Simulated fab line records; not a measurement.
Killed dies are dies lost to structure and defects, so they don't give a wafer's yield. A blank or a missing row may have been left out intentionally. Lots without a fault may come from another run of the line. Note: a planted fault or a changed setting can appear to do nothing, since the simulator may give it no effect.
Matching of chambers / flow gf180mcu / GF_CONTACT_CMP_27 on cmp-01 has 4 sister chambers
The step polishes, stops on SiO2, t overpolish 15 s, target thk 0 nm. 14 wafers are shown with their chamber, then 6 later ones without.

EACH WAFER AND ITS CHAMBER
wafer=L980.1; chamber=0; motor-current-A (A)=10.8; overpolish-run-s (s)=15.012; time-to-endpoint-s (s)=71.4
wafer=L980.2; chamber=1; motor-current-A (A)=11.9; overpolish-run-s (s)=15.005; time-to-endpoint-s (s)=70.6
wafer=L980.3; chamber=3; motor-current-A (A)=9.4; overpolish-run-s (s)=14.990; time-to-endpoint-s (s)=72.4
wafer=L982.1; chamber=1; motor-current-A (A)=12.0; overpolish-run-s (s)=15.027; time-to-endpoint-s (s)=74.7
wafer=L982.3; chamber=0; motor-current-A (A)=10.6; overpolish-run-s (s)=14.986; time-to-endpoint-s (s)=69.6
wafer=L982.4; chamber=3; motor-current-A (A)=8.7; overpolish-run-s (s)=15.003; time-to-endpoint-s (s)=75.9
wafer=L983.1; chamber=0; motor-current-A (A)=11.3; overpolish-run-s (s)=15.003; time-to-endpoint-s (s)=71.1
wafer=L983.4; chamber=1; motor-current-A (A)=11.7; overpolish-run-s (s)=14.999; time-to-endpoint-s (s)=67.3
wafer=L983.6; chamber=2; motor-current-A (A)=9.9; overpolish-run-s (s)=15.009; time-to-endpoint-s (s)=67.9
wafer=L989.3; chamber=0; motor-current-A (A)=10.4; overpolish-run-s (s)=14.985; time-to-endpoint-s (s)=64.3
wafer=L990.3; chamber=1; motor-current-A (A)=12.6; overpolish-run-s (s)=15.005; time-to-endpoint-s (s)=69.5
wafer=L100.2; chamber=1; motor-current-A (A)=11.7; overpolish-run-s (s)=15.014; time-to-endpoint-s (s)=75.2
wafer=L100.3; chamber=2; motor-current-A (A)=9.8; overpolish-run-s (s)=14.975; time-to-endpoint-s (s)=73.5
wafer=L100.4; chamber=0; motor-current-A (A)=10.9; overpolish-run-s (s)=14.994; time-to-endpoint-s (s)=75.3

SIGNATURES (means of the wafers above)
reading=motor-current-A; chamber 0=10.800; chamber 1=11.980; chamber 2=9.850; chamber 3=9.050; scatter within a chamber=0.355
reading=overpolish-run-s; chamber 0=14.99600; chamber 1=15.01000; chamber 2=14.99200; chamber 3=14.99650; scatter within a chamber=0.0129
reading=time-to-endpoint-s; chamber 0=70.340; chamber 1=71.460; chamber 2=70.700; chamber 3=74.150; scatter within a chamber=3.63
Rule: a wafer's distance from a chamber is the root of the sum, over the readings, of the square of ((its reading less the chamber's mean) divided by the reading's scatter). If the next closest chamber is less than 2 further off than the closest, the wafer can't be placed; otherwise it belongs to the closest. The scatter: the root of (the sum of the squares of (reading less its chamber's mean) over the shown wafers, divided by (wafers less chambers)).

WAFERS MISSING THEIR CHAMBER
wafer=L101.2; motor-current-A (A)=11.0; overpolish-run-s (s)=15.005; time-to-endpoint-s (s)=72.1
wafer=L101.4; motor-current-A (A)=9.1; overpolish-run-s (s)=15.000; time-to-endpoint-s (s)=70.4
wafer=L101.5; motor-current-A (A)=11.4; overpolish-run-s (s)=14.990; time-to-endpoint-s (s)=71.2
wafer=L102.2; motor-current-A (A)=11.8; overpolish-run-s (s)=14.997; time-to-endpoint-s (s)=70.9
wafer=L102.4; motor-current-A (A)=11.1; overpolish-run-s (s)=15.001; time-to-endpoint-s (s)=73.9
wafer=L102.6; motor-current-A (A)=12.1; overpolish-run-s (s)=14.983; time-to-endpoint-s (s)=73.3

WHICH CHAMBER EACH WENT THROUGH
wafer=L101.2; from the rows above=can't be placed: 0 or 1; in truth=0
wafer=L101.4; from the rows above=can't be placed: 3 or 2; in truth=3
wafer=L101.5; from the rows above=can't be placed: 0 or 1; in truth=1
wafer=L102.2; from the rows above=can't be placed: 1 or 0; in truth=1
wafer=L102.4; from the rows above=can't be placed: 0 or 1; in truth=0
wafer=L102.6; from the rows above=can't be placed: 1 or 0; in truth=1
Correctly placed: 0 of 6. Not placeable from these rows: 6 (in 6, the candidates include the true chamber). 0 placed wrongly.
